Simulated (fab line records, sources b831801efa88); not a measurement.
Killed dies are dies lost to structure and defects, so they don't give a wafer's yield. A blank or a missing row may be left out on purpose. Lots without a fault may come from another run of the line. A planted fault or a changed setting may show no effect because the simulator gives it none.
fab line records | flow sky130
record lots=7 wafers=21 last_day=50
route steps=708 shown CONTACT@421 PAD_OPEN@708
lots that met no fault: from a run of the same line without faults
start_h: hours from the record's first day to the start of the lot's first wafer shown | wait_h: hours since the lot's step before | " the same as in the row above | L1.1+2: a row that stands for several wafers | - no value, or no start given | * or withheld: withheld | < > ~ a bound
route shown NAME@n: a module of which the file shows steps, and the number in the route of the first | usual: mean/standard deviation of fault-free wafers | same: alike in all rows | chamber/n: place in a boat | sites: the reading at each site | _std_site: their standard deviation | _edge_site: outer sites' mean less inner sites' | radius_mm: how far each site lies from the wafer's centre | mask NAME#n: copy n | behind: the tool/chamber that last shaped the wafer | hold: why the lot was held/for how many hours/how that ended | device: the transistor (n, p or np) that didn't switch | end of line: the same wafers' tests at the end of the route | a step without rows: its recipe alone | killed: dies lost to structure and defects at the first sort, not the wafer's yield | map: a wafer's dies, x killed, . not, _ none there
set.NAME: the setting as run; set.NAME@STEP: as run at that earlier step | model.NAME: the simulator's own value behind a step, which no gauge read
lots at some steps of the route; a table a step, a row a wafer
services: from which hour (start_h, from the record's first day; less than 0 if before it) a tool's chamber was out of use, for how many hours, and why
## steps
# step SKY_CONTACT_OVL_MEAS_15
# usual CONTACT_OVL=-1/5.6
# columns lot.wafer tool chamber start_h wait_h CONTACT_OVL[nm]
L278.1 overlay-01 - 742.74 0.1 5
L278.2 " - " " 4
L278.4 " - " " 2
L283.2 overlay-01 - 774.69 0.1 -1
L283.3 " - " " -5
L283.4 " - " " -6
L285.2 overlay-02 - 787.52 0.1 -1
L285.4 " - " " 9
L285.5 " - " " 0
L284.3 overlay-02 - 788.50 0.1 -1
L284.4 " - " " 5
L284.6 " - " " 3
L289.3 overlay-01 - 839.89 0.1 3
L289.4 " - " " 1
L289.6 " - " " 0
L298.3 overlay-01 - 881.34 0.1 -8
L298.5 " - " " -3
L298.6 " - " " 0
L301.1 overlay-02 - 904.99 0.1 -11
L301.3 " - " " -4
L301.6 " - " " -6
# step SKY_CONTACT_ETCH_16
# recipe chemistry=N2/H2 target=BARC ion_energy_ev=200 source_w=500 bias_w=100 pressure_mtorr=30 n2_flow_sccm=100 h2_flow_sccm=200 stop_on=SiO2 time_s=45.9 target_depth_a=600
# usual chamber_pressure_mTorr=29.999/0.028 drypump_motor_current_A=5.8/0.51 h2_flow_sccm=200.0/0.61 oes_product_au=0.855/0.0048 throttle_valve_pct=13.224/0.0094
# columns lot.wafer tool chamber start_h wait_h chamber_pressure_mTorr drypump_motor_current_A h2_flow_sccm oes_product_au rf_hours_counter_h throttle_valve_pct
L278.1 rie_diel-03 0 742.77 0.0 30.030 6.6 200.5 0.857 27 13.233
L278.2 " 1 " " 29.994 5.0 200.5 0.856 24 13.227
L278.4 " 2 " " 30.016 6.1 199.9 0.856 5 13.208
L283.2 rie_diel-03 3 774.72 0.0 29.993 6.4 199.7 0.852 19 13.215
L283.3 " 0 " " 30.000 6.7 200.1 0.855 29 13.214
L283.4 " 1 " " 29.981 5.0 200.1 0.856 26 13.209
L285.2 rie_diel-03 3 787.55 0.0 29.985 6.4 199.9 0.864 19 13.210
L285.4 " 1 " " 30.024 4.9 200.2 0.852 26 13.239
L285.5 " 0 " " 30.024 6.6 199.9 0.858 - 13.215
L284.3 rie_diel-01 3 788.52 0.0 29.985 5.5 199.6 0.852 7 13.235
L284.4 " 3 " " 29.991 5.6 199.3 0.863 - 13.207
L284.6 " 0 " " 29.966 5.5 200.2 0.856 - 13.235
L289.3 rie_diel-04 1 839.91 0.0 30.003 5.5 198.9 0.864 2 13.237
L289.4 " 3 " " 30.017 6.3 199.6 0.854 - 13.214
L289.6 " 1 " " 30.015 5.5 199.7 0.858 - 13.223
L298.3 rie_diel-03 3 881.36 0.0 29.947 6.4 199.1 0.860 23 13.224
L298.5 " 1 " " 29.970 4.9 199.7 0.851 - 13.219
L298.6 " 3 " " 30.014 6.4 199.4 0.854 - 13.222
L301.1 rie_diel-04 0 905.02 0.0 30.008 6.0 201.1 0.860 2 13.229
L301.3 " 3 " " 30.031 6.3 200.6 0.855 12 13.234
L301.6 " 0 " " 30.036 6.0 201.1 0.864 - 13.219
# step SKY_CONTACT_ETCH_17
# recipe target=SiO2 chemistry=C4F8/O2/Ar stop_on=Si3N4 mask_material=KrF-thick source_w=1500 bias_w=1200 pressure_mtorr=40 c4f8_flow_sccm=withheld O2_flow_sccm=6 Ar_flow_sccm=300 time_s=withheld target_depth_a=3400
# usual chamber_pressure_mTorr=40.00/0.036 oes_product_au=0.892/0.0049
# columns lot.wafer tool chamber start_h wait_h chamber_pressure_mTorr oes_product_au
L278.1 rie_diel-03 0 742.81 0.0 39.99 0.889
L278.2 " 1 " " 40.01 0.884
L278.4 " 2 " " 39.98 0.883
L283.2 rie_diel-03 3 774.76 0.0 40.00 0.892
L283.3 " 0 " " 39.99 0.890
L283.4 " 1 " " 40.02 0.888
L285.2 rie_diel-03 3 787.59 0.0 40.01 0.891
L285.4 " 1 " " 39.98 0.890
L285.5 " 0 " " 39.99 0.898
L284.3 rie_diel-01 3 788.56 0.0 39.98 0.882
L284.4 " 3 " " 40.03 0.896
L284.6 " 0 " " 40.03 0.885
L289.3 rie_diel-04 1 839.96 0.0 40.00 0.891
L289.4 " 3 " " 39.99 0.890
L289.6 " 1 " " 39.97 0.878
L298.3 rie_diel-03 3 881.41 0.0 40.01 0.896
L298.5 " 1 " " 40.04 0.898
L298.6 " 3 " " 40.03 0.884
L301.1 rie_diel-04 0 905.06 0.0 39.97 0.896
L301.3 " 3 " " 39.98 0.885
L301.6 " 0 " " 40.00 0.895
# step SKY_CONTACT_ETCH_18
# recipe target=Si3N4 chemistry=CHF3/O2 stop_on=TiN source_w=600 bias_w=200 pressure_mtorr=40 chf3_flow_sccm=50 O2_flow_sccm=5 time_s=39 target_depth_a=750
# usual chamber_pressure_mTorr=40.00/0.035 chf3_flow_sccm=50.01/0.14 drypump_motor_current_A=5.8/0.51 oes_product_au=0.852/0.0074 throttle_valve_pct=8.793/0.0097
# columns lot.wafer tool chamber start_h wait_h chamber_pressure_mTorr chf3_flow_sccm drypump_motor_current_A oes_product_au rf_hours_counter_h throttle_valve_pct
L278.1 rie_diel-03 0 - - 39.99 49.73 6.6 0.845 27 8.800
L278.2 " 1 " " 39.97 50.24 4.9 0.840 24 8.805
L278.4 " 2 " " 40.08 49.98 6.1 0.853 5 8.805
L283.2 rie_diel-03 3 - - 40.03 50.12 6.4 0.842 19 8.785
L283.3 " 0 " " 39.99 49.83 6.6 0.864 29 8.787
L283.4 " 1 " " 40.06 49.96 5.0 0.852 26 8.786
L285.2 rie_diel-03 3 - - 40.04 50.13 6.4 0.853 19 8.805
L285.4 " 1 " " 39.99 49.84 4.9 0.855 26 8.791
L285.5 " 0 " " 40.02 50.30 6.6 0.848 - 8.798
L284.3 rie_diel-01 3 - - 40.02 50.13 5.5 0.844 7 8.796
L284.4 " 3 " " 39.98 50.04 5.5 0.854 - 8.800
L284.6 " 0 " " 39.99 50.11 5.5 0.855 - 8.797
L289.3 rie_diel-04 1 - - 40.00 50.10 5.5 0.856 2 8.795
L289.4 " 3 " " 40.00 49.97 6.3 0.852 - 8.783
L289.6 " 1 " " 39.97 50.03 5.5 0.851 - 8.801
L298.3 rie_diel-03 3 - - 39.93 50.04 6.4 0.840 23 8.792
L298.5 " 1 " " 39.97 50.13 4.9 0.859 - 8.790
L298.6 " 3 " " 39.99 49.86 6.4 0.863 - 8.808
L301.1 rie_diel-04 0 - - 39.98 49.94 6.0 0.853 2 8.800
L301.3 " 3 " " 40.00 49.87 6.3 0.852 12 8.800
L301.6 " 0 " " 40.02 49.94 6.0 0.852 - 8.791
# step SKY_CONTACT_STRIP_19
# recipe chemistry=O2/N2 power_w=1400 pressure_mtorr=1500 platen_temp_c=withheld o2_flow_sccm=3000 n2_flow_sccm=300 overash_fraction=0.5
# step SKY_CONTACT_STRIP_20
# recipe chemistry=post_etch_residue_remover time_s=1200 temp_c=72.5
# step SKY_CONTACT_CLEAN_21
# recipe chemistry=IPA time_s=180 temp_c=25
# step SKY_CONTACT_CLEAN_22
# recipe chemistry=O3/DIW dry=n2_spin
# step SKY_CONTACT_SPUTTER_23
# recipe material=TiN target_thk_nm=20 chamber_pressure_pa=5 power_w=4000 time_s=80
# usual throttle_valve_pct=30.1/0.96
# columns lot.wafer tool chamber start_h wait_h throttle_valve_pct
L278.1 pvd_sputter-04 - 743.53 0.0 30.7
L278.2 " - " " 28.8
L278.4 " - " " 31.2
L283.2 pvd_sputter-01 - 775.44 0.0 30.7
L283.3 " - " " 31.7
L283.4 " - " " 29.9
L285.2 pvd_sputter-01 - 788.28 0.0 30.4
L285.4 " - " " 31.8
L285.5 " - " " 31.2
L284.3 pvd_sputter-02 - 789.59 0.0 30.3
L284.4 " - " " 30.2
L284.6 " - " " 30.1
L289.3 pvd_sputter-01 - 840.74 0.0 30.0
L289.4 " - " " 30.0
L289.6 " - " " 31.2
L298.3 pvd_sputter-04 - 882.13 0.0 29.7
L298.5 " - " " 29.8
L298.6 " - " " 28.7
L301.1 pvd_sputter-02 - 905.79 0.0 29.2
L301.3 " - " " 28.3
L301.6 " - " " 30.0
# step SKY_CONTACT_CVD_24
# recipe material=W target_thk_nm=340 time_s=102.12 temp_c=400 pressure_torr=40
# usual heater_power_w=971/73
# columns lot.wafer tool chamber start_h wait_h heater_power_w
L278.1 cvd_w-02 1 743.59 0.0 1010
L278.2 " 0 " " 895
L278.4 " 0 " " 913
L283.2 cvd_w-01 0 775.50 0.0 921
L283.3 " 0 " " 876
L283.4 " 1 " " 1114
L285.2 cvd_w-02 1 788.34 0.0 960
L285.4 " 1 " " 993
L285.5 " 1 " " 981
L284.3 cvd_w-01 1 789.69 0.1 1105
L284.4 " 0 " " 899
L284.6 " 0 " " 912
L289.3 cvd_w-01 1 840.83 0.1 1074
L289.4 " 0 " " 920
L289.6 " 0 " " 901
L298.3 cvd_w-02 0 882.23 0.1 891
L298.5 " 0 " " 896
L298.6 " 1 " " 992
L301.1 cvd_w-02 1 905.85 0.0 975
L301.3 " 0 " " 923
L301.6 " 0 " " 951
# step SKY_CONTACT_RS_MEAS_25
# recipe thk_meas_gauge=four-point-probe reads=W_of_CONTACT_CVD_24+TiN_of_CONTACT_SPUTTER_23
# usual CONTACT_W_RS=0.3373/0.0029
# columns lot.wafer tool chamber start_h wait_h CONTACT_W_RS[ohm/sq]
L278.1 film_metro-04 - 743.70 0.1 0.3337
L278.2 " - " " 0.3364
L278.4 " - " " 0.3384
L283.2 film_metro-03 - 775.63 0.1 0.3353
L283.3 " - " " 0.3351
L283.4 " - " " 0.3346
L285.2 film_metro-01 - 788.47 0.1 0.3308
L285.4 " - " " 0.3328
L285.5 " - " " 0.3323
L284.3 film_metro-04 - 789.80 0.1 0.3379
L284.4 " - " " 0.3389
L284.6 " - " " 0.3417
L289.3 film_metro-03 - 840.95 0.1 0.3339
L289.4 " - " " 0.3360
L289.6 " - " " 0.3375
L298.3 film_metro-03 - 882.34 0.1 0.3407
L298.5 " - " " 0.3399
L298.6 " - " " 0.3368
L301.1 film_metro-01 - 905.96 0.1 0.3395
L301.3 " - " " 0.3429
L301.6 " - " " 0.3401
# step SKY_CONTACT_THK_MEAS_26
# recipe thk_meas_gauge=xrf reads=W_of_CONTACT_CVD_24
# usual CONTACT_W_THK=347/4.7
# columns lot.wafer tool chamber start_h wait_h CONTACT_W_THK[nm]
L278.1 film_metro-04 - 743.82 0.1 356
L278.2 " - " " 353
L278.4 " - " " 351
L283.2 film_metro-03 - 775.74 0.1 344
L283.3 " - " " 344
L283.4 " - " " 344
L285.2 film_metro-01 - 788.58 0.1 357
L285.4 " - " " 355
L285.5 " - " " 355
L284.3 film_metro-04 - 789.90 0.1 348
L284.4 " - " " 348
L284.6 " - " " 346
L289.3 film_metro-03 - 841.05 0.1 345
L289.4 " - " " 345
L289.6 " - " " 342
L298.3 film_metro-03 - 882.44 0.1 337
L298.5 " - " " 337
L298.6 " - " " 339
L301.1 film_metro-01 - 906.08 0.1 348
L301.3 " - " " 347
L301.6 " - " " 350
# step SKY_CONTACT_CMP_27
# recipe stop_on=SiO2 t_overpolish_s=15 down_force_psi=3.5 platen_rpm=60 target_thk_nm=0 pad_velocity_m_s=0.94248
# usual edge_zone_pressure_frac=1.000/0.0055 head_pressure_psi=3.499/0.0081 motor_current_A=10.4/0.62 overpolish_run_s=15.001/0.0081 time_to_endpoint_s=82.6/2.8
# columns lot.wafer tool chamber start_h wait_h edge_zone_pressure_frac head_pressure_psi motor_current_A overpolish_run_s time_to_endpoint_s model.W_of_CONTACT_CVD_24.thk_nm model.SiO2_of_CONTACT_HDPCVD_02.thk_nm
L278.2 cmp-01 1 743.93 0.1 0.995 3.501 10.0 15.014 84.3 0 334.8
L278.4 " 2 " " 0.994 3.493 10.1 14.997 80.6 0 334.7
L278.1 " 3 " " 0.997 3.501 11.6 14.998 86.2 0 334.7
L283.2 cmp-01 3 775.79 0.0 - - - - - 343 341.4
L283.4 " 1 " " - - - - - 343.3 339.5
L283.3 " 2 " " - - - - - 343 340.2
L285.4 cmp-02 3 788.73 0.1 - - - - - 344.2 340.2
L285.2 " 0 " " - - - - - 347.4 341.3
L285.5 " 1 " " - - - - - 345.6 341.9
L284.3 cmp-01 3 789.94 0.0 - - - - - 340.3 338
L284.4 " 0 " " - - - - - 339.1 338.8
L284.6 " 0 " " - - - - - 336.6 337.8
L289.3 cmp-02 0 841.14 0.1 1.013 3.494 9.6 14.998 81.5 0 336.2
L289.4 " 2 " " 1.004 3.499 11.2 15.010 81.7 0 336.3
L289.6 " 3 " " 0.995 3.507 10.0 15.010 82.9 0 336.2
L298.3 cmp-02 0 882.58 0.1 0.992 3.493 9.8 15.016 82.7 0 336.5
L298.6 " 2 " " 0.999 3.508 10.3 14.989 82.7 0 336.8
L298.5 " 3 " " 1.000 3.492 10.3 15.014 82.7 0 337.2
L301.1 cmp-02 1 906.19 0.1 1.003 3.497 9.4 15.015 80.7 0 336.7
L301.3 " 2 " " 0.995 3.483 11.2 14.995 79.8 0 335.3
L301.6 " 1 " " 1.007 3.493 10.4 15.004 81.2 0 336.1
# step SKY_PAD_OPEN_PROBE_99
# usual killed_at_M0_to_M3=44/7.3 killed_at_M4_up=3.0/1.9 killed_at_contacts=24/5 killed_at_front_end=16/4.5 killed_at_other=0.3/0.46 killed_dies=87/10 killed_on_rim=17/3.5 killed_open=47/8.3 killed_short=39/6.4
# same gross_dies=492 killed_at_back_side=0
# columns lot.wafer tool chamber start_h wait_h killed_at_M0_to_M3 killed_at_M4_up killed_at_contacts killed_at_front_end killed_at_other killed_dies killed_on_rim killed_open killed_short
L283.2 prober-02 - 1105.28 0.1 50 1 422 19 0 492 96 59 38
L283.3 prober-02 - 1105.33 0.2 41 0 441 10 0 492 96 48 33
L283.4 prober-02 - 1105.38 0.2 39 4 439 8 2 492 96 47 31
L285.2 prober-01 - 1114.30 0.1 29 4 446 13 0 492 96 37 33
L285.4 prober-01 - 1114.40 0.2 47 2 429 13 1 492 96 38 46
L285.5 prober-01 - 1114.45 0.2 46 2 431 13 0 492 96 56 28
L284.3 prober-02 - 1115.68 0.2 50 3 428 11 0 492 96 48 35
L284.4 prober-02 - 1115.73 0.2 41 3 438 10 0 492 96 49 31
L284.6 prober-02 - 1115.83 0.2 41 4 433 14 0 492 96 49 37
# killed by level:class
L283.2 CONTACT:area_cmp=395 VIA1:geometric_particle:open=14 VIA3:geometric_particle:open=12 CONTACT:geometric_particle:open=9 LI_CONTACT:geometric_particle:open=9 FIELD_ISO:geometric_particle:short=6 POLY_GATE:geometric_particle:short=6 VIA2:geometric_particle:short=6
L283.3 CONTACT:area_cmp=411 VIA3:geometric_particle:open=11 CONTACT:geometric_particle:short=10 LI_CONTACT:geometric_particle:open=9 VIA1:geometric_particle:open=9 METAL2:geometric_particle:short=7 VIA2:geometric_particle:open=6 CONTACT:geometric_particle:open=6
L283.4 CONTACT:area_cmp=414 VIA1:geometric_particle:open=9 VIA2:geometric_particle:open=9 CONTACT:geometric_particle:open=9 LI_CONTACT:geometric_particle:open=8 VIA3:geometric_particle:open=6 CONTACT:geometric_particle:short=5 METAL2:geometric_particle:short=5
L285.2 CONTACT:area_cmp=422 LI_CONTACT:geometric_particle:open=8 CONTACT:geometric_particle:open=6 VIA1:geometric_particle:short=6 CONTACT:geometric_particle:short=5 LOCAL_INTERCONNECT:geometric_particle:short=4 VIA1:geometric_particle:open=4 VIA3:geometric_particle:open=4
L285.4 CONTACT:area_cmp=408 VIA1:geometric_particle:open=15 CONTACT:geometric_particle:short=8 VIA1:geometric_particle:short=6 METAL2:geometric_particle:short=5 FIELD_ISO:geometric_particle:short=4 VIA2:geometric_particle:open=4 LI_CONTACT:geometric_particle:short=4
L285.5 CONTACT:area_cmp=408 VIA1:geometric_particle:open=12 LI_CONTACT:geometric_particle:open=10 CONTACT:geometric_particle:open=8 METAL2:geometric_particle:short=7 VIA2:geometric_particle:open=7 VIA3:geometric_particle:open=6 SPACER:geometric_particle:open=5
L284.3 CONTACT:area_cmp=409 VIA1:geometric_particle:open=14 VIA2:geometric_particle:open=9 METAL2:geometric_particle:short=7 CONTACT:geometric_particle:open=6 CONTACT:geometric_particle:short=5 VIA3:geometric_particle:open=5 METAL3:geometric_particle:short=4
L284.4 CONTACT:area_cmp=412 VIA1:geometric_particle:open=18 CONTACT:geometric_particle:open=10 VIA3:geometric_particle:open=6 LI_CONTACT:geometric_particle:open=5 CONTACT:geometric_particle:short=5 LI_CONTACT:geometric_particle:short=4 VIA1:geometric_particle:short=4
L284.6 CONTACT:area_cmp=406 VIA1:geometric_particle:open=12 CONTACT:geometric_particle:open=11 LI_CONTACT:geometric_particle:open=9 METAL2:geometric_particle:short=7 FIELD_ISO:geometric_particle:short=5 VIA1:geometric_particle:short=5 FIELD_ISO:geometric_particle:open=4
# map L283.2 (x killed, . not)
__________xxxxxxxxxx_________
________xxxxxxxxxxxxxx_______
______xxxxxxxxxxxxxxxxxx_____
_____xxxxxxxxxxxxxxxxxxxx____
____xxxxxxxxxxxxxxxxxxxxxx___
___xxxxxxxxxxxxxxxxxxxxxxxx__
__xxxxxxxxxxxxxxxxxxxxxxxxxx_
_xxxxxxxxxxxxxxxxxxxxxxxxxxxx
_xxxxxxxxxxxxxxxxxxxxxxxxxxxx
_xxxxxxxxxxxxxxxxxxxxxxxxxxxx
_xxxxxxxxxxxxxxxxxxxxxxxxxxxx
_xxxxxxxxxxxxxxxxxxxxxxxxxxxx
_xxxxxxxxxxxxxxxxxxxxxxxxxxxx
_xxxxxxxxxxxxxxxxxxxxxxxxxxxx
_xxxxxxxxxxxxxxxxxxxxxxxxxxxx
__xxxxxxxxxxxxxxxxxxxxxxxxxx_
___xxxxxxxxxxxxxxxxxxxxxxxx__
____xxxxxxxxxxxxxxxxxxxxxx___
_____xxxxxxxxxxxxxxxxxxxx____
______xxxxxxxxxxxxxxxxxx_____
________xxxxxxxxxxxxxx_______
__________xxxxxxxxxx_________
# map L284.3 (x killed, . not)
__________xxxxxxxxxx_________
________xxxxxxxxxxxxxx_______
______xxxxxxxxxxxxxxxxxx_____
_____xxxxxxxxxxxxxxxxxxxx____
____xxxxxxxxxxxxxxxxxxxxxx___
___xxxxxxxxxxxxxxxxxxxxxxxx__
__xxxxxxxxxxxxxxxxxxxxxxxxxx_
_xxxxxxxxxxxxxxxxxxxxxxxxxxxx
_xxxxxxxxxxxxxxxxxxxxxxxxxxxx
_xxxxxxxxxxxxxxxxxxxxxxxxxxxx
_xxxxxxxxxxxxxxxxxxxxxxxxxxxx
_xxxxxxxxxxxxxxxxxxxxxxxxxxxx
_xxxxxxxxxxxxxxxxxxxxxxxxxxxx
_xxxxxxxxxxxxxxxxxxxxxxxxxxxx
_xxxxxxxxxxxxxxxxxxxxxxxxxxxx
__xxxxxxxxxxxxxxxxxxxxxxxxxx_
___xxxxxxxxxxxxxxxxxxxxxxxx__
____xxxxxxxxxxxxxxxxxxxxxx___
_____xxxxxxxxxxxxxxxxxxxx____
______xxxxxxxxxxxxxxxxxx_____
________xxxxxxxxxxxxxx_______
__________xxxxxxxxxx_________
## services
# columns tool chamber start_h hours kind
cvd_w-01 - 718.86 3.8 pm
rie_diel-03 3 722.46 1.3 repair
cvd_w-02 0 731.14 2.9 repair
cmp-01 - 731.16 2.5 repair
rie_diel-01 2 737.54 132.0 repair
cmp-02 - 744.23 4.0 pm
cvd_w-02 0 758.07 6.3 repair
rie_diel-04 - 760.11 58.9 repair
pvd_sputter-02 - 766.11 1.9 repair
rie_diel-04 1 812.84 7.1 repair
cmp-01 - 836.08 3.1 repair
pvd_sputter-02 - 837.47 10.3 repair
cvd_w-01 - 838.17 0.4 repair
rie_diel-03 0 840.05 70.6 repair
pvd_sputter-04 - 843.62 0.5 repair
rie_diel-01 0 858.94 8.8 repair
cvd_w-02 0 868.19 8.1 repair
rie_diel-01 3 868.98 5.0 repair
cmp-02 - 870.01 1.8 repair
pvd_sputter-02 - 880.16 4.3 repair
pvd_sputter-02 - 892.28 0.5 repair
rie_diel-01 - 893.20 0.5 repair
cvd_w-01 - 904.00 14.0 pm
pvd_sputter-04 - 905.67 3.5 repair
## key
first_sign step=SKY_CONTACT_CMP_27 reading=tool_record direction=missing
effect step=SKY_PAD_OPEN_PROBE_99 reading=killed_at_contacts direction=up sigmas=82 usual=24 struck=434
model_effect step=SKY_CONTACT_CMP_27 value=W_of_CONTACT_CVD_24.thk_nm without=0 struck=342.5
more_kills_born_at SKY_CONTACT_CMP_27@cmp-01=2431 SKY_CONTACT_CMP_27@cmp-02=1231
met_at SKY_CONTACT_CMP_27
struck_wafers L283.2,L283.3,L283.4,L284.3,L284.4,L284.6,L285.2,L285.4,L285.5
later_rows_left_out L283.2,L283.3,L283.4,L284.3,L284.4,L284.6,L285.2,L285.4,L285.5
tester_left_out L283,L284,L285
onset_between 743.93 775.79
fault kind=skipped_step_whole tool=cmp-01,cmp-02 chamber=- onset_h=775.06 steps=SKY_CONTACT_CMP_27 scope=struck_lots_only
# tester_left_out: of these lots the tester's yield and bins aren't shown, on N5 and GAA mostly nor the transistor test; their killed dies are dies lost to structure and defects alone, not to doping, threshold or leakage, so they don't give the yield
# later_rows_left_out: the simulator's readings of these wafers behind a module that went badly wrong aren't trusted and aren't shown, but for the sort
